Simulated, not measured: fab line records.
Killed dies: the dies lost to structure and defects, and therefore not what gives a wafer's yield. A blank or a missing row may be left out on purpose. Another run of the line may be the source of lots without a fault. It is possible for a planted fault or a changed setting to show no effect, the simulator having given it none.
fab line records ; flow sky130 ; part 1 of 2: steps 1 to 29 of 39
[record] lots = 5; wafers = 15; last_day = 50
route steps=708 shown RES_XHIGH@338 SD_N@342 SD_P@359 SALICIDE@361 LI_CONTACT@362
lots with no fault: from the same line, run without faults
start_h: hours from the record's opening day to when the first of the lot's shown wafers began ; wait_h: hours since the lot's step before ; " repeats the value in the row above ; L1.1+2: a single row standing in for several wafers ; - either no value or no given start ; * or withheld: withheld ; < > ~ a bound
route shown NAME@n: NAME is a module with steps in the file, n the number in the route of the first one ; usual: average and standard deviation across the fault-free wafers ; same: alike in all rows ; chamber/n: place in a boat ; sites: readings site by site ; _std_site: standard deviation of those values ; _edge_site: inner sites' mean taken away from outer sites' mean ; radius_mm: how far each site lies from the wafer's centre ; mask NAME#n: copy n ; behind: the last tool/chamber to shape the wafer ; hold: why the lot was held/for how many hours/how that ended ; device: the n, p or np transistor that did not switch ; end of line: tests of these same wafers at the route's end ; a step with no rows: only its recipe ; killed: dies lost to structure and defects at the first sort, not the wafer's yield ; map: shows each die of a wafer: x if killed, . if not, _ if none is there
set.NAME: the setting the step ran with; set.NAME@STEP: the setting that earlier step ran with ; model.NAME: the simulator's own value behind a step, which no gauge read
lots at some steps of the route; a table a step, a row a wafer
services: the hour from which a tool's chamber was out of use, counted from the record's first day as start_h (under 0 if before that day), plus the number of hours and why
[[steps]]
[step SKY_RES_XHIGH_DEVELOP_06]
[recipe] resist = NOVOLAK; developer = TMAH; develop_time_s = 60; dev_temp_c = 23
lot.wafer;tool;chamber;start_h;wait_h
L082.3+5+6;litho_track-04;0;699.95;0.1
L091.3+5+6;litho_track-02;0;775.54;0.1
L093.2+3+4;litho_track-02;0;776.92;0.1
L094.3+4+5;litho_track-04;0;787.40;0.1
L095.3+5+6;litho_track-02;0;801.94;0.1
[step SKY_RES_XHIGH_IMPLANT_07]
[recipe] species = BF2; energy_kev = 20; dose_cm2 = 3.6e+14; tilt_deg = 0
[usual] dose_ions_cm2 = 3.599e+14/3.6e+11
lot.wafer;tool;chamber;start_h;wait_h;dose_ions_cm2
L082.3;implanter-03;0;700.10;0.1;3.598e+14
L082.5;implanter-03;0;700.10;0.1;3.595e+14
L082.6;implanter-03;0;700.10;0.1;3.593e+14
L091.3;implanter-03;0;775.69;0.1;3.601e+14
L091.5;implanter-03;0;775.69;0.1;3.598e+14
L091.6;implanter-03;0;775.69;0.1;3.598e+14
L093.2;implanter-03;0;777.07;0.1;3.597e+14
L093.3;implanter-03;0;777.07;0.1;3.597e+14
L093.4;implanter-03;0;777.07;0.1;3.595e+14
L094.3;implanter-02;0;787.55;0.1;3.6e+14
L094.4;implanter-02;0;787.55;0.1;3.6e+14
L094.5;implanter-02;0;787.55;0.1;3.603e+14
L095.3;implanter-03;0;802.09;0.1;3.6e+14
L095.5;implanter-03;0;802.09;0.1;3.599e+14
L095.6;implanter-03;0;802.09;0.1;3.599e+14
[step SKY_RES_XHIGH_STRIP_08]
[recipe] chemistry = O2/N2; power_w = 1400; pressure_mtorr = 1500; platen_temp_c = withheld; o2_flow_sccm = 3000; n2_flow_sccm = 300; overash_fraction = 0.5
[usual] drypump_motor_current_A = 6.0/0.47; oes_product_au = 0.710/0.0042; strip_time_to_endpoint_s = 14.366/0.023
lot.wafer;tool;chamber;start_h;wait_h;drypump_motor_current_A;oes_product_au;rf_hours_counter_h;strip_time_to_endpoint_s
L082.3;plasma_asher-02;0;700.24;0.1;6.3;0.715;-;14.331
L082.5;plasma_asher-02;0;700.24;0.1;6.3;0.712;-;14.344
L082.6;plasma_asher-02;1;700.24;0.1;5.2;0.710;-;14.358
L091.3;plasma_asher-02;0;775.83;0.1;6.3;0.717;-;14.325
L091.5;plasma_asher-02;0;775.83;0.1;6.3;0.718;-;14.329
L091.6;plasma_asher-02;1;775.83;0.1;5.2;0.708;-;14.367
L093.2;plasma_asher-01;1;777.19;0.1;5.9;0.705;92;14.388
L093.3;plasma_asher-01;1;777.19;0.1;5.9;0.709;-;14.355
L093.4;plasma_asher-01;0;777.19;0.1;6.1;0.707;-;14.385
L094.3;plasma_asher-03;1;787.69;0.1;6.5;0.710;-;14.360
L094.4;plasma_asher-03;0;787.69;0.1;5.8;0.711;-;14.373
L094.5;plasma_asher-03;1;787.69;0.1;6.5;0.718;-;14.399
L095.3;plasma_asher-02;1;802.23;0.1;5.2;0.712;-;14.314
L095.5;plasma_asher-02;0;802.23;0.1;6.4;0.718;-;14.369
L095.6;plasma_asher-02;1;802.23;0.1;5.2;0.710;-;14.398
[step SKY_RES_XHIGH_TW_MEAS_09]
[usual] RES_XHIGH_TW = 1639/16
lot.wafer;tool;chamber;start_h;wait_h;RES_XHIGH_TW
L082.3;film_metro-03;-;700.32;0.1;1631
L082.5;film_metro-03;-;700.32;0.1;1638
L082.6;film_metro-03;-;700.32;0.1;1630
L091.3;film_metro-04;-;775.91;0.1;1606
L091.5;film_metro-04;-;775.91;0.1;1613
L091.6;film_metro-04;-;775.91;0.1;1615
L093.2;film_metro-04;-;777.30;0.1;1609
L093.3;film_metro-04;-;777.30;0.1;1608
L093.4;film_metro-04;-;777.30;0.1;1613
L094.3;film_metro-03;-;787.77;0.1;1654
L094.4;film_metro-03;-;787.77;0.1;1653
L094.5;film_metro-03;-;787.77;0.1;1650
L095.3;film_metro-03;-;802.31;0.1;1649
L095.5;film_metro-03;-;802.31;0.1;1643
L095.6;film_metro-03;-;802.31;0.1;1641
[step SKY_SD_N_DEHYDRATE_00]
[recipe] temp_c = 200; time_s = 60
lot.wafer;tool;chamber;start_h;wait_h
L082.3+5+6;litho_track-01;0;713.05;12.7
L091.3+5+6;litho_track-03;0;788.81;12.9
L093.2+3+4;litho_track-03;0;789.68;12.4
L094.3+4+5;litho_track-03;0;800.66;12.9
L095.3+5+6;litho_track-03;0;814.81;12.5
[step SKY_SD_N_HMDS_01]
[recipe] prime_time_s = 60; prime_temp_c = 120
lot.wafer;tool;chamber;start_h;wait_h
L082.3+5+6;litho_track-01;0;713.20;0.1
L091.3+5+6;litho_track-03;0;788.96;0.1
L093.2+3+4;litho_track-03;0;789.83;0.1
L094.3+4+5;litho_track-03;0;800.81;0.1
L095.3+5+6;litho_track-03;0;814.96;0.1
[step SKY_SD_N_COAT_02]
[recipe] resist = NOVOLAK; spin_rpm = 3000; resist_thk_nm = 1140
lot.wafer;tool;chamber;start_h;wait_h
L082.3+5+6;litho_track-01;0;713.35;0.1
L091.3+5+6;litho_track-03;0;789.11;0.1
L093.2+3+4;litho_track-03;0;789.98;0.1
L094.3+4+5;litho_track-03;0;800.96;0.1
L095.3+5+6;litho_track-03;0;815.11;0.1
[step SKY_SD_N_SOFTBAKE_03]
[recipe] temp_c = 90; time_s = 60; resist = NOVOLAK
lot.wafer;tool;chamber;start_h;wait_h
L082.3+5+6;litho_track-01;0;713.50;0.1
L091.3+5+6;litho_track-03;0;789.26;0.1
L093.2+3+4;litho_track-03;0;790.13;0.1
L094.3+4+5;litho_track-03;0;801.11;0.1
L095.3+5+6;litho_track-03;0;815.26;0.1
[step SKY_SD_N_EXPOSE_04]
[recipe] mask_id = NSDM; na = 0.6; source_shape = conventional; sigma_outer = 0.6; polarization = unpolarized; target_cd_nm = 380; dose_mj = 141
[usual] exposure_dose_mJ_cm2 = 140.93/0.17; focus_offset_nm = -0.1/0.49; stage_vel_mm_s = 499.98/0.23
lot.wafer;tool;chamber;start_h;wait_h;mask;exposure_dose_mJ_cm2;focus_offset_nm;stage_vel_mm_s
L082.3;iline_stepper-02;0;-;-;NSDM#0;140.83;0.0;500.33
L082.5;iline_stepper-02;0;-;-;NSDM#0;141.05;-0.2;500.07
L082.6;iline_stepper-02;0;-;-;NSDM#0;140.94;-0.2;500.10
L091.3;iline_stepper-02;0;-;-;NSDM#0;141.26;-0.8;499.77
L091.5;iline_stepper-02;0;-;-;NSDM#0;140.98;0.2;499.69
L091.6;iline_stepper-02;0;-;-;NSDM#0;141.21;-0.6;499.75
L093.2;iline_stepper-02;0;-;-;NSDM#0;141.06;0.7;499.90
L093.3;iline_stepper-02;0;-;-;NSDM#0;141.25;0.2;499.97
L093.4;iline_stepper-02;0;-;-;NSDM#0;141.02;0.3;499.72
L094.3;iline_stepper-02;0;-;-;NSDM#0;141.29;0.2;499.85
L094.4;iline_stepper-02;0;-;-;NSDM#0;141.00;-0.8;499.96
L094.5;iline_stepper-02;0;-;-;NSDM#0;141.18;-0.1;499.77
L095.3;iline_stepper-01;0;-;-;NSDM#0;141.08;-0.4;499.72
L095.5;iline_stepper-01;0;-;-;NSDM#0;141.05;0.4;499.93
L095.6;iline_stepper-01;0;-;-;NSDM#0;141.06;0.2;499.93
[step SKY_SD_N_PEB_05]
[recipe] temp_c = withheld; time_s = *; resist = NOVOLAK
lot.wafer;tool;chamber;start_h;wait_h
L082.3+5+6;litho_track-03;0;-;-
L091.3+5+6;litho_track-04;0;-;-
L093.2+3+4;litho_track-03;0;-;-
L094.3+4+5;litho_track-03;0;-;-
L095.3+5+6;litho_track-04;0;-;-
[step SKY_SD_N_DEVELOP_06]
[recipe] resist = NOVOLAK; developer = TMAH; develop_time_s = 60; dev_temp_c = 23
lot.wafer;tool;chamber;start_h;wait_h
L082.3+5+6;litho_track-03;0;727.61;0.1
L091.3+5+6;litho_track-04;0;802.25;0.1
L093.2+3+4;litho_track-03;0;803.28;0.1
L094.3+4+5;litho_track-03;0;814.06;0.1
L095.3+5+6;litho_track-04;0;828.35;0.1
[step SKY_SD_N_CD_MEAS_07]
[recipe] target_cd_nm = 380
[usual] cd_nm = 379.9/2.2
lot.wafer;tool;chamber;start_h;wait_h;cd_nm
L082.3;cd_sem-01;-;727.75;0.1;377.7
L082.5;cd_sem-01;-;727.75;0.1;380.2
L082.6;cd_sem-01;-;727.75;0.1;379.8
L091.3;cd_sem-02;-;802.39;0.1;380.5
L091.5;cd_sem-02;-;802.39;0.1;378.6
L091.6;cd_sem-02;-;802.39;0.1;380.0
L093.2;cd_sem-01;-;803.43;0.1;379.9
L093.3;cd_sem-01;-;803.43;0.1;380.2
L093.4;cd_sem-01;-;803.43;0.1;379.2
L094.3;cd_sem-02;-;814.20;0.1;380.2
L094.4;cd_sem-02;-;814.20;0.1;379.3
L094.5;cd_sem-02;-;814.20;0.1;377.8
L095.3;cd_sem-02;-;828.49;0.1;382.1
L095.5;cd_sem-02;-;828.49;0.1;380.9
L095.6;cd_sem-02;-;828.49;0.1;380.1
[step SKY_SD_N_OVL_MEAS_08]
[usual] SD_N_OVL = -0.6/1.3
lot.wafer;tool;chamber;start_h;wait_h;SD_N_OVL[nm]
L082.3;overlay-01;-;727.84;0.1;-2.0
L082.5;overlay-01;-;727.84;0.1;-2.1
L082.6;overlay-01;-;727.84;0.1;-1.8
L091.3;overlay-02;-;802.49;0.1;-1.4
L091.5;overlay-02;-;802.49;0.1;0.4
L091.6;overlay-02;-;802.49;0.1;-1.4
L093.2;overlay-01;-;803.53;0.1;-0.2
L093.3;overlay-01;-;803.53;0.1;-1.6
L093.4;overlay-01;-;803.53;0.1;-0.8
L094.3;overlay-02;-;814.29;0.1;-1.7
L094.4;overlay-02;-;814.29;0.1;-0.1
L094.5;overlay-02;-;814.29;0.1;-0.5
L095.3;overlay-01;-;828.59;0.1;-1.0
L095.5;overlay-01;-;828.59;0.1;-0.4
L095.6;overlay-01;-;828.59;0.1;-1.0
[step SKY_SD_N_IMPLANT_09]
[recipe] species = As; energy_kev = 49.71; dose_cm2 = 4e+15; tilt_deg = 0
[usual] dose_ions_cm2 = 4e+15/4.5e+12
lot.wafer;tool;chamber;start_h;wait_h;dose_ions_cm2
L082.3;implanter-01;0;727.91;0.1;3.997e+15
L082.5;implanter-01;0;727.91;0.1;3.999e+15
L082.6;implanter-01;0;727.91;0.1;3.996e+15
L091.3;implanter-02;0;802.56;0.1;3.997e+15
L091.5;implanter-02;0;802.56;0.1;3.996e+15
L091.6;implanter-02;0;802.56;0.1;3.997e+15
L093.2;implanter-04;0;803.59;0.0;4e+15
L093.3;implanter-04;0;803.59;0.0;3.992e+15
L093.4;implanter-04;0;803.59;0.0;3.99e+15
L094.3;implanter-02;0;814.36;0.1;4.003e+15
L094.4;implanter-02;0;814.36;0.1;4.009e+15
L094.5;implanter-02;0;814.36;0.1;4.005e+15
L095.3;implanter-04;0;828.66;0.1;3.998e+15
L095.5;implanter-04;0;828.66;0.1;4.006e+15
L095.6;implanter-04;0;828.66;0.1;4.002e+15
[step SKY_SD_N_IMPLANT_10]
[recipe] species = P; energy_kev = 20; dose_cm2 = 1e+14; tilt_deg = 0
[usual] dose_ions_cm2 = 9.998e+13/1.1e+11
lot.wafer;tool;chamber;start_h;wait_h;dose_ions_cm2
L082.3;implanter-01;0;728.06;0.1;9.999e+13
L082.5;implanter-01;0;728.06;0.1;1.0018e+14
L082.6;implanter-01;0;728.06;0.1;9.99e+13
L091.3;implanter-02;0;802.71;0.1;9.991e+13
L091.5;implanter-02;0;802.71;0.1;1.0009e+14
L091.6;implanter-02;0;802.71;0.1;9.979e+13
L093.2;implanter-04;0;803.74;0.1;9.994e+13
L093.3;implanter-04;0;803.74;0.1;1e+14
L093.4;implanter-04;0;803.74;0.1;9.972e+13
L094.3;implanter-02;0;814.51;0.1;9.996e+13
L094.4;implanter-02;0;814.51;0.1;9.99e+13
L094.5;implanter-02;0;814.51;0.1;9.998e+13
L095.3;implanter-04;0;828.81;0.1;1.0008e+14
L095.5;implanter-04;0;828.81;0.1;1.0011e+14
L095.6;implanter-04;0;828.81;0.1;9.991e+13
[step SKY_SD_N_STRIP_11]
[recipe] chemistry = O2/N2; power_w = 1400; pressure_mtorr = 1500; platen_temp_c = withheld; o2_flow_sccm = 3000; n2_flow_sccm = 300; overash_fraction = 0.5
[usual] drypump_motor_current_A = 6.1/0.37; oes_product_au = 0.528/0.0045; strip_time_to_endpoint_s = 22.49/0.041
lot.wafer;tool;chamber;start_h;wait_h;drypump_motor_current_A;oes_product_au;rf_hours_counter_h;strip_time_to_endpoint_s
L082.3;plasma_asher-03;1;728.20;0.1;6.5;0.531;-;22.50
L082.5;plasma_asher-03;1;728.20;0.1;6.5;0.527;-;22.50
L082.6;plasma_asher-03;0;728.20;0.1;5.8;0.527;-;22.46
L091.3;plasma_asher-02;0;802.84;0.1;6.3;0.521;-;22.46
L091.5;plasma_asher-02;0;802.84;0.1;6.4;0.532;-;22.49
L091.6;plasma_asher-02;1;802.84;0.1;5.2;0.529;-;22.47
L093.2;plasma_asher-04;1;803.86;0.1;6.3;0.529;38;22.46
L093.3;plasma_asher-04;0;803.86;0.1;6.1;0.526;-;22.47
L093.4;plasma_asher-04;1;803.86;0.1;6.2;0.524;-;22.41
L094.3;plasma_asher-04;1;814.65;0.1;6.2;0.533;-;22.44
L094.4;plasma_asher-04;0;814.65;0.1;6.0;0.520;-;22.40
L094.5;plasma_asher-04;0;814.65;0.1;6.0;0.522;-;22.42
L095.3;plasma_asher-02;1;828.94;0.1;5.2;0.523;-;22.56
L095.5;plasma_asher-02;0;828.94;0.1;6.3;0.529;-;22.57
L095.6;plasma_asher-02;1;828.94;0.1;5.2;0.526;-;22.55
[step SKY_SD_N_TW_MEAS_12]
[usual] SD_N_TW = 3980/35
lot.wafer;tool;chamber;start_h;wait_h;SD_N_TW
L082.3;film_metro-03;-;728.28;0.1;3992
L082.5;film_metro-03;-;728.28;0.1;4014
L082.6;film_metro-03;-;728.28;0.1;4032
L091.3;film_metro-03;-;802.93;0.1;4028
L091.5;film_metro-03;-;802.93;0.1;4033
L091.6;film_metro-03;-;802.93;0.1;4004
L093.2;film_metro-04;-;803.97;0.1;3966
L093.3;film_metro-04;-;803.97;0.1;3981
L093.4;film_metro-04;-;803.97;0.1;3962
L094.3;film_metro-03;-;814.73;0.1;4015
L094.4;film_metro-03;-;814.73;0.1;3992
L094.5;film_metro-03;-;814.73;0.1;3999
L095.3;film_metro-01;-;829.03;0.1;3976
L095.5;film_metro-01;-;829.03;0.1;3990
L095.6;film_metro-01;-;829.03;0.1;3986
[step SKY_SD_N_CLEAN_13]
[recipe] chemistry = SC1/SC2; mix = 1:4:20; temp_c = 70; time_s = 150; dry = n2_spin
[usual] bath_heat_duty_pct = 13.9/1.3
lot.wafer;tool;chamber;start_h;wait_h;bath_heat_duty_pct
L082.3;wet_bench-03;2;728.32;0.0;14.2
L082.5;wet_bench-03;2;728.32;0.0;13.2
L082.6;wet_bench-03;2;728.32;0.0;15.0
L091.3;wet_bench-03;3;802.97;0.0;13.4
L091.5;wet_bench-03;3;802.97;0.0;13.7
L091.6;wet_bench-03;3;802.97;0.0;14.5
L093.2;wet_bench-02;2;804.02;0.0;14.6
L093.3;wet_bench-02;2;804.02;0.0;14.0
L093.4;wet_bench-02;2;804.02;0.0;14.1
L094.3;wet_bench-02;2;814.77;0.0;14.3
L094.4;wet_bench-02;2;814.77;0.0;14.1
L094.5;wet_bench-02;2;814.77;0.0;14.6
L095.3;wet_bench-02;1;829.07;0.0;13.9
L095.5;wet_bench-02;1;829.07;0.0;13.5
L095.6;wet_bench-02;1;829.07;0.0;14.0
[step SKY_SD_N_RTA_14]
[recipe] temp_c = 1075; time_s = 2; idle_temp_c = 650; ramp_up_c_per_s = 150; ramp_down_c_per_s = 90; ambient = N2
[usual] lamp_power_pct = 15.74/0.048; wafer_temp_C_max = 1078.1/1.3
lot.wafer;tool;chamber;start_h;wait_h;lamp_power_pct;wafer_temp_C_max
L082.3;rtp_anneal-02;0;728.40;0.0;15.71;1078.0
L082.5;rtp_anneal-02;0;728.40;0.0;15.73;1079.3
L082.6;rtp_anneal-02;0;728.40;0.0;15.76;1076.8
L091.3;rtp_anneal-02;0;803.04;0.0;15.77;1075.4
L091.5;rtp_anneal-02;0;803.04;0.0;15.68;1079.6
L091.6;rtp_anneal-02;0;803.04;0.0;15.73;1078.2
L093.2;rtp_anneal-01;0;804.08;0.0;15.88;1078.0
L093.3;rtp_anneal-01;0;804.08;0.0;15.64;1079.4
L093.4;rtp_anneal-01;0;804.08;0.0;15.75;1077.4
L094.3;rtp_anneal-02;0;814.84;0.0;15.72;1077.6
L094.4;rtp_anneal-02;0;814.84;0.0;15.76;1077.5
L094.5;rtp_anneal-02;0;814.84;0.0;15.78;1076.5
L095.3;rtp_anneal-02;0;829.14;0.0;15.74;1077.6
L095.5;rtp_anneal-02;0;829.14;0.0;15.81;1077.8
L095.6;rtp_anneal-02;0;829.14;0.0;15.69;1078.3
[step SKY_SD_N_RS_MEAS_16]
[recipe] thk_meas_gauge = four-point-probe
[usual] SD_N_RS = 68.80/0.16
lot.wafer;tool;chamber;start_h;wait_h;SD_N_RS[ohm/sq]
L082.3;film_metro-03;-;728.59;0.1;69.05
L082.5;film_metro-03;-;728.59;0.1;68.94
L082.6;film_metro-03;-;728.59;0.1;68.96
L091.3;film_metro-04;-;803.24;0.1;68.73
L091.5;film_metro-04;-;803.24;0.1;68.72
L091.6;film_metro-04;-;803.24;0.1;68.76
L093.2;film_metro-04;-;804.27;0.1;68.68
L093.3;film_metro-04;-;804.27;0.1;68.66
L093.4;film_metro-04;-;804.27;0.1;68.76
L094.3;film_metro-04;-;815.04;0.1;68.51
L094.4;film_metro-04;-;815.04;0.1;68.58
L094.5;film_metro-04;-;815.04;0.1;68.59
L095.3;film_metro-03;-;829.33;0.1;68.84
L095.5;film_metro-03;-;829.33;0.1;68.95
L095.6;film_metro-03;-;829.33;0.1;68.86
[step SKY_SD_N_RS_MEAS_17]
[recipe] thk_meas_gauge = four-point-probe
[usual] SD_P_RS = 147.1/0.41
lot.wafer;tool;chamber;start_h;wait_h;SD_P_RS[ohm/sq]
L082.3;film_metro-03;-;728.71;0.1;147.1
L082.5;film_metro-03;-;728.71;0.1;147.1
L082.6;film_metro-03;-;728.71;0.1;146.8
L091.3;film_metro-04;-;803.36;0.1;147.1
L091.5;film_metro-04;-;803.36;0.1;147.4
L091.6;film_metro-04;-;803.36;0.1;147.3
L093.2;film_metro-04;-;804.39;0.1;147.5
L093.3;film_metro-04;-;804.39;0.1;147.2
L093.4;film_metro-04;-;804.39;0.1;147.5
L094.3;film_metro-04;-;815.16;0.1;146.9
L094.4;film_metro-04;-;815.16;0.1;146.8
L094.5;film_metro-04;-;815.16;0.1;146.6
L095.3;film_metro-03;-;829.45;0.1;147.3
L095.5;film_metro-03;-;829.45;0.1;147.6
L095.6;film_metro-03;-;829.45;0.1;147.5
[step SKY_SD_N_RS_MEAS_18]
[recipe] thk_meas_gauge = four-point-probe
[usual] RES_XHIGH_RS = 333.5/1.5
lot.wafer;tool;chamber;start_h;wait_h;RES_XHIGH_RS[ohm/sq]
L082.3;film_metro-03;-;728.83;0.1;334.7
L082.5;film_metro-03;-;728.83;0.1;333.5
L082.6;film_metro-03;-;728.83;0.1;334.4
L091.3;film_metro-04;-;803.48;0.1;332.4
L091.5;film_metro-04;-;803.48;0.1;332.6
L091.6;film_metro-04;-;803.48;0.1;332.9
L093.2;film_metro-04;-;804.51;0.1;334.7
L093.3;film_metro-04;-;804.51;0.1;335.6
L093.4;film_metro-04;-;804.51;0.1;334.5
L094.3;film_metro-04;-;815.28;0.1;332.1
L094.4;film_metro-04;-;815.28;0.1;331.9
L094.5;film_metro-04;-;815.28;0.1;332.7
L095.3;film_metro-03;-;829.57;0.1;335.2
L095.5;film_metro-03;-;829.57;0.1;335.7
L095.6;film_metro-03;-;829.57;0.1;336.1
[step SKY_SALICIDE_CLEAN_00]
[recipe] chemistry = HF-last; time_s = 30; dilution = 100:1; dry = ipa_marangoni
lot.wafer;tool;chamber;start_h;wait_h
L082.3+5+6;wet_bench-01;0;728.91;0.1
L091.3+5+6;wet_bench-03;1;803.56;0.1
L093.2+3+4;wet_bench-01;0;804.61;0.1
L094.3+4+5;wet_bench-01;3;815.36;0.1
L095.3+5+6;wet_bench-03;1;829.65;0.1
[step SKY_LI_CONTACT_HDPCVD_00]
[recipe] material = PSG; target_thk_nm = 930; sigma_open_frac = 0.3; time_s = 155; temp_c = 600; sih4_flow_sccm = 60; pressure_mtorr = 6
[usual] sih4_flow_sccm = 60.00/0.18
lot.wafer;tool;chamber;start_h;wait_h;sih4_flow_sccm
L082.3;hdpcvd-02;0;728.93;0.0;59.90
L082.5;hdpcvd-02;0;728.93;0.0;60.19
L082.6;hdpcvd-02;1;728.93;0.0;60.04
L091.3;hdpcvd-01;0;803.58;0.0;59.89
L091.5;hdpcvd-01;0;803.58;0.0;59.81
L091.6;hdpcvd-01;1;803.58;0.0;60.05
L093.2;hdpcvd-02;1;804.62;0.0;59.61
L093.3;hdpcvd-02;0;804.62;0.0;59.99
L093.4;hdpcvd-02;2;804.62;0.0;59.75
L094.3;hdpcvd-02;1;815.37;0.0;59.69
L094.4;hdpcvd-02;2;815.37;0.0;59.87
L094.5;hdpcvd-02;1;815.37;0.0;59.97
L095.3;hdpcvd-01;2;829.72;0.1;59.77
L095.5;hdpcvd-01;2;829.72;0.1;60.13
L095.6;hdpcvd-01;1;829.72;0.1;60.30
[step SKY_LI_CONTACT_THK_MEAS_01]
[recipe] reads = PSG_of_LI_CONTACT_HDPCVD_00
[usual] LI_CONTACT_HDPCVD_THK = 932/8.9
lot.wafer;tool;chamber;start_h;wait_h;LI_CONTACT_HDPCVD_THK[nm]
L082.3;film_metro-04;-;729.05;0.1;935
L082.5;film_metro-04;-;729.05;0.1;939
L082.6;film_metro-04;-;729.05;0.1;930
L091.3;film_metro-04;-;803.70;0.1;940
L091.5;film_metro-04;-;803.70;0.1;936
L091.6;film_metro-04;-;803.70;0.1;921
L093.2;film_metro-04;-;804.74;0.1;926
L093.3;film_metro-04;-;804.74;0.1;915
L093.4;film_metro-04;-;804.74;0.1;934
L094.3;film_metro-03;-;815.50;0.1;928
L094.4;film_metro-03;-;815.50;0.1;939
L094.5;film_metro-03;-;815.50;0.1;927
L095.3;film_metro-04;-;829.85;0.1;946
L095.5;film_metro-04;-;829.85;0.1;932
L095.6;film_metro-04;-;829.85;0.1;932
[step SKY_LI_CONTACT_CMP_02]
[recipe] material = PSG; down_force_psi = 4; platen_rpm = 60; pad_velocity_m_s = 0.94248
[usual] motor_current_A = 11.1/1.2; time_to_endpoint_s = 33.0/2.8
lot.wafer;tool;chamber;start_h;wait_h;motor_current_A;time_to_endpoint_s
L082.3;cmp-02;3;729.19;0.1;12.0;31.0
L082.5;cmp-02;1;729.19;0.1;11.7;35.2
L082.6;cmp-02;2;729.19;0.1;13.2;27.9
L091.3;cmp-01;2;803.74;0.0;10.5;34.3
L091.6;cmp-01;2;803.74;0.0;10.3;31.3
L091.5;cmp-01;3;803.74;0.0;9.9;35.5
L093.4;cmp-02;1;804.79;0.0;12.2;35.8
L093.2;cmp-02;2;804.79;0.0;12.9;26.4
L093.3;cmp-02;0;804.79;0.0;11.4;34.4
L094.3;cmp-02;3;815.59;0.1;12.2;31.7
L094.4;cmp-02;1;815.59;0.1;11.9;34.1
L094.5;cmp-02;3;815.59;0.1;12.4;32.1
L095.3;cmp-01;3;830.06;0.2;9.7;36.4
L095.6;cmp-01;0;830.06;0.2;12.3;35.8
L095.5;cmp-01;1;830.06;0.2;10.1;35.2
[step SKY_LI_CONTACT_BOW_MEAS_03]
[recipe] mode = bow
[usual] LI_CONTACT_BOW = 56/7
lot.wafer;tool;chamber;start_h;wait_h;LI_CONTACT_BOW[um]
L082.3;film_metro-03;-;729.43;0.2;44
L082.5;film_metro-03;-;729.43;0.2;59
L082.6;film_metro-03;-;729.43;0.2;57
L091.3;film_metro-03;-;804.08;0.3;52
L091.5;film_metro-03;-;804.08;0.3;57
L091.6;film_metro-03;-;804.08;0.3;54
L093.2;film_metro-01;-;805.11;0.2;45
L093.3;film_metro-01;-;805.11;0.2;59
L093.4;film_metro-01;-;805.11;0.2;47
L094.3;film_metro-04;-;815.88;0.2;58
L094.4;film_metro-04;-;815.88;0.2;55
L094.5;film_metro-04;-;815.88;0.2;60
L095.3;film_metro-04;-;830.25;0.1;63
L095.5;film_metro-04;-;830.25;0.1;51
L095.6;film_metro-04;-;830.25;0.1;51
[step SKY_LI_CONTACT_DEHYDRATE_04]
[recipe] temp_c = 200; time_s = 60
lot.wafer;tool;chamber;start_h;wait_h
L082.3+5+6;litho_track-01;0;741.95;12.5
L091.3+5+6;litho_track-03;0;816.66;12.6
L093.2+3+4;litho_track-03;0;818.33;13.2
L094.3+4+5;litho_track-03;0;829.01;13.1
L095.3+5+6;litho_track-02;0;843.19;12.9
[step SKY_LI_CONTACT_HMDS_05]
[recipe] prime_time_s = 60; prime_temp_c = 120
lot.wafer;tool;chamber;start_h;wait_h
L082.3+5+6;litho_track-01;0;742.10;0.1
L091.3+5+6;litho_track-03;0;816.81;0.1
L093.2+3+4;litho_track-03;0;818.48;0.1
L094.3+4+5;litho_track-03;0;829.16;0.1
L095.3+5+6;litho_track-02;0;843.34;0.1
